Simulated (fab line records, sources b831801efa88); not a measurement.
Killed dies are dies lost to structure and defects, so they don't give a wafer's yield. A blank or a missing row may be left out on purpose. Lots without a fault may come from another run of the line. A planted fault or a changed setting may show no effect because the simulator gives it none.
A struck lot beside a sound one | flow sky130 | 43 steps out of a route of 708
Sound: wafers L540.2, L540.3, L540.5. Struck: wafers L536.3, L536.4, L536.5. The cause comes at the end.
At each step with rows: each side's tool, then ch and its chambers, then its first start. Under that, the readings that differ: sound wafers | struck wafers | difference of the means | sigmas: that difference in standard deviations of wafers without a fault.
alike: readings whose means differ by less than 2 such deviations, and words and numbers that are the same on both sides. not compared: withheld readings, readings that some wafer has no value for, bounds like >300 that may hide the same value, and numbers for which the record gives no deviation and whose values overlap.
The two part at a step that has a row with sigmas, a row that says differs or no value, or rows on one side only. Numbers that don't overlap but have no deviation are shown without sigmas and don't part them. A reading that every wafer of one side lacks parts them only if that side has two wafers or more.

SKY_FIELD_ISO_STRIP_16: strips in O2/N2.
  sound on plasma_asher-03 ch 0,1, day 5 03:27; struck on plasma_asher-01 ch 0,1, day 4 04:05
  alike: drypump_motor_current_A, oes_product_au, strip_time_to_endpoint_s
  not compared: rf_hours_counter_h
SKY_FIELD_ISO_ETCH_17: etches Si in HBr/Cl2/O2, target depth 342 nm, time 97.7 s.
  sound on rie_si-02 ch 2,3, day 5 03:33; struck on rie_si-02 ch 1,3, day 4 04:09
  alike: O2_flow_sccm, drypump_motor_current_A, oes_product_au, rf_fwd_power_W, throttle_valve_pct
  not compared: rf_hours_counter_h
then, 5 steps without rows for these wafers: SKY_FIELD_ISO_WET_ETCH_18 (etches Si3N4 in H3PO4, target depth 25 nm, time 286 s); SKY_FIELD_ISO_CLEAN_19 (cleans in SC1/SC2, time 150 s); SKY_FIELD_ISO_CLEAN_20 (cleans in dHF, time 20 s); SKY_FIELD_ISO_WET_ETCH_21 (etches SiO2 in dHF, target depth 20 nm, time 412.2 s); SKY_FIELD_ISO_OXIDATION_22 (stabilise 600 s, purge 300 s, target thk 10 nm).
SKY_FIELD_ISO_THK_MEAS_23:
  sound on film_metro-02, day 5 06:54; struck on film_metro-02, day 4 07:24
  alike: FIELD_ISO_OXIDATION_01_THK
then, 1 step without rows for these wafers: SKY_FIELD_ISO_CVD_24 (deposits SiO2, target thk 595 nm, time 99.2 s).
SKY_FIELD_ISO_THK_MEAS_25:
  sound on film_metro-04, day 5 07:02; struck on film_metro-03, day 4 07:32
  alike: FIELD_ISO_CVD_24_THK
then, 1 step without rows for these wafers: SKY_FIELD_ISO_ANNEAL_26 (time 1800 s).
SKY_FIELD_ISO_CMP_27: polishes, stops on Si3N4, t overpolish 16 s, target thk 457.8 nm.
  sound on cmp-01 ch 2,3, day 5 08:35; struck on cmp-02 ch 1,2, day 4 11:31
  alike: edge_zone_pressure_frac, motor_current_A, overpolish_run_s, time_to_endpoint_s
SKY_FIELD_ISO_WET_ETCH_28: etches SiO2 in dHF, target depth 23.7 nm, time 47 s.
  sound on wet_bench-04 ch 0, day 5 08:53; struck on wet_bench-01 ch 1, day 4 11:49
then, 4 steps without rows for these wafers: SKY_FIELD_ISO_WET_ETCH_29 (etches Si3N4 in H3PO4, target depth 160 nm, time 1825 s); SKY_FIELD_ISO_WET_ETCH_30 (etches SiO2 in dHF, target depth 25 nm, time 50 s); SKY_NWELL_CLEAN_00 (cleans in SC1/SC2, time 150 s); SKY_NWELL_OXIDATION_01 (stabilise 600 s, purge 300 s, target thk 10 nm).
SKY_NWELL_THK_MEAS_02:
  sound on film_metro-02, day 5 11:34; struck on film_metro-02, day 4 13:58
  alike: NWELL_OXIDATION_THK
then, 8 steps without rows for these wafers: SKY_DNWELL_DEHYDRATE_00 (time 60 s); SKY_DNWELL_HMDS_01 (prime time 60 s); SKY_DNWELL_COAT_02 (resist thk 3000 nm); SKY_DNWELL_SOFTBAKE_03; SKY_DNWELL_EXPOSE_04 (exposes mask DNM, target cd 3000 nm); SKY_DNWELL_PEB_05; SKY_DNWELL_DEVELOP_06 (develop time 62.68 s); SKY_DNWELL_IMPLANT_07.
SKY_DNWELL_STRIP_08: strips in O2/N2.
  sound on plasma_asher-04 ch 0,1, day 6 04:50; struck on plasma_asher-04 ch 0,1, day 5 07:25
  alike: drypump_motor_current_A, oes_product_au, strip_time_to_endpoint_s
  not compared: rf_hours_counter_h
SKY_DNWELL_TW_MEAS_09:
  sound on film_metro-02, day 6 04:56; struck on film_metro-04, day 5 07:31
  alike: DNWELL_TW
then, 7 steps without rows for these wafers: SKY_PWDE_DEHYDRATE_00 (time 60 s); SKY_PWDE_HMDS_01 (prime time 60 s); SKY_PWDE_COAT_02 (resist thk 3000 nm); SKY_PWDE_SOFTBAKE_03; SKY_PWDE_EXPOSE_04 (exposes mask PWDEM, target cd 840 nm); SKY_PWDE_PEB_05; SKY_PWDE_DEVELOP_06 (develop time 60 s).
SKY_PWDE_OVL_MEAS_07:
  sound on overlay-01, day 6 23:56; struck on overlay-02, day 6 01:11
  alike: PWDE_OVL
then, 1 step without rows for these wafers: SKY_PWDE_IMPLANT_08.
SKY_PWDE_STRIP_09: strips in O2/N2.
  sound on plasma_asher-03 ch 0,1, day 7 00:07; struck on plasma_asher-02 ch 0,1, day 6 01:23
  alike: drypump_motor_current_A, oes_product_au, strip_time_to_endpoint_s
  not compared: rf_hours_counter_h
SKY_PWDE_TW_MEAS_10:
  sound on film_metro-04, day 7 00:14; struck on film_metro-01, day 6 01:28
  reading | sound       | struck      | difference | sigmas
  PWDE_TW | 371 369 372 | 382 385 384 | +13        | +3
then, 3 steps without rows for these wafers: SKY_NWELL_DEHYDRATE_03 (time 60 s); SKY_NWELL_HMDS_04 (prime time 60 s); SKY_NWELL_COAT_05 (resist thk 3000 nm).
-- the record jumps here: 42 days lie between the struck wafers' starts before and after (it left off in module NWELL and takes up again in module PAD_OPEN, whose first step shown is number 708 of the route) --
SKY_PAD_OPEN_PROBE_99:
  sound on prober-02, day 49 11:46; struck on prober-01, day 48 07:50
  reading             | sound     | struck      | difference | sigmas
  killed_at_front_end | 13 10 14  | 64 69 74    | +57        | +12
  killed_dies         | 105 82 86 | 114 139 144 | +41        | +4
  alike: killed_at_M0_to_M3, killed_at_M4_up, killed_at_contacts, killed_at_other, killed_open, killed_short

WHERE THEY PART
First at SKY_PWDE_TW_MEAS_10; last, within this record, at SKY_PAD_OPEN_PROBE_99.

WHY: what the simulator had put in
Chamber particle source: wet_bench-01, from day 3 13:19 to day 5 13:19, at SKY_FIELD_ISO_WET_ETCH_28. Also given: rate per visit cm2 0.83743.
